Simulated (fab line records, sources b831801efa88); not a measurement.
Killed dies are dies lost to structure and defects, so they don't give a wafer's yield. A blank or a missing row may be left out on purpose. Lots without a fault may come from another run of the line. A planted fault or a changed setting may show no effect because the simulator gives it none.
Which tool did it? | flow sky130 | 13 lots, 39 wafers sampled, at 3 steps of a route of 708

WHAT THE GAUGES READ, wafer by wafer
SKY_PASSIVATION_THK_MEAS_01. Usual: PASSIVATION_CVD_00_THK 90.3 nm, standard deviation 1.1.
lot  | measured     | on            | PASSIVATION_CVD_00_THK (nm) | flag
L186 | day 43 15:05 | film_metro-03 | 88.5 88.6 90.5              |
L187 | day 44 04:02 | film_metro-03 | 88.2 90.2 90.4              |
L188 | day 44 05:09 | film_metro-01 | 87.2 90.3 90.1              |
L189 | day 44 21:02 | film_metro-02 | 91.1 90.9 90.5              |
L192 | day 45 05:48 | film_metro-01 | 89.6 89.1 91.0              |
L193 | day 45 13:20 | film_metro-01 | 90.3 92.0 92.9              |
L194 | day 46 05:37 | film_metro-03 | 90.0 89.5 91.0              |
L195 | day 46 05:41 | film_metro-01 | 89.9 89.4 87.5              |
L202 | day 48 02:27 | film_metro-01 | 89.5 89.3 90.9              |
L203 | day 48 11:11 | film_metro-02 | 90.4 92.0 91.0              |
L206 | day 48 23:55 | film_metro-01 | 90.0 90.3 90.5              |
L207 | day 49 00:24 | film_metro-02 | 91.3 92.2 91.6              |
L208 | day 49 10:59 | film_metro-01 | 90.4 91.0 91.8              |

WHICH TOOL RAN EACH LOT (tool, then ch and the chambers of the sampled wafers, then the start)
lot  | SKY_LOCAL_INTERCONNECT_CLEAN_18 | SKY_METAL5_SPUTTER_04
L186 | wet_bench-03 ch 0, day 30 03:34 | pvd_sputter-03, day 42 15:06
L187 | wet_bench-03 ch 3, day 30 18:41 | pvd_sputter-03, day 43 03:41
L188 | wet_bench-04 ch 0, day 30 23:13 | pvd_sputter-03, day 43 06:11
L189 | wet_bench-04 ch 2, day 31 11:58 | pvd_sputter-01, day 43 22:16
L192 | wet_bench-04 ch 2, day 32 05:15 | pvd_sputter-01, day 44 06:19
L193 | wet_bench-04 ch 1, day 32 14:26 | pvd_sputter-03, day 44 14:58
L194 | wet_bench-03 ch 2, day 33 09:05 | pvd_sputter-03, day 45 08:02
L195 | wet_bench-04 ch 3, day 33 09:28 | pvd_sputter-04, day 45 08:02
L202 | wet_bench-03 ch 0, day 35 19:10 | pvd_sputter-03, day 47 06:19
L203 | wet_bench-03 ch 3, day 36 06:44 | pvd_sputter-04, day 47 15:19
L206 | wet_bench-03 ch 1, day 36 21:56 | pvd_sputter-01, day 48 04:37
L207 | wet_bench-01 ch 1, day 37 00:16 | pvd_sputter-03, day 48 04:58
L208 | wet_bench-04 ch 1, day 37 18:30 | pvd_sputter-01, day 48 16:39
- SKY_LOCAL_INTERCONNECT_CLEAN_18: cleans in O3/DIW.
- SKY_METAL5_SPUTTER_04: material TiN, target thk 70 nm, time 58.3 s.

WHAT THE TOOLS THEMSELVES READ (means of the sampled wafers that have a number; where no wafer has one, the mark that the record gives instead)
SKY_METAL5_SPUTTER_04. Usual: throttle_valve_pct 30.3 %, standard deviation 0.92.
lot  | tool           | throttle_valve_pct (%) | flag
L186 | pvd_sputter-03 | 30.5                   |
L187 | pvd_sputter-03 | 30.3                   |
L188 | pvd_sputter-03 | 30.0                   |
L189 | pvd_sputter-01 | 30.2                   |
L192 | pvd_sputter-01 | 30.3                   |
L193 | pvd_sputter-03 | 30.5                   |
L194 | pvd_sputter-03 | 30.4                   |
L195 | pvd_sputter-04 | 30.1                   |
L202 | pvd_sputter-03 | 30.4                   |
L203 | pvd_sputter-04 | 29.9                   |
L206 | pvd_sputter-01 | 29.9                   |
L207 | pvd_sputter-03 | 30.4                   |
L208 | pvd_sputter-01 | 29.9                   |

THE ANSWER, worked out from the rows above alone
Rule: a lot is off if the mean of its wafers that have a number lies more than 3 standard deviations from the usual mean. A lot without any number at a reading at which 4 lots or more have one is off too. The other lots that the step has rows for count as sound. The gauges are gone through in route order, then the tools' own readings, and for those a lot's mean is taken as printed above. The first step at which some lot is off is used, and at that step the reading that is off furthest; a lot without a number counts as furthest.
No lot is off at any reading shown: from this, nothing can be told.

WHAT THE SIMULATOR HAD PUT IN
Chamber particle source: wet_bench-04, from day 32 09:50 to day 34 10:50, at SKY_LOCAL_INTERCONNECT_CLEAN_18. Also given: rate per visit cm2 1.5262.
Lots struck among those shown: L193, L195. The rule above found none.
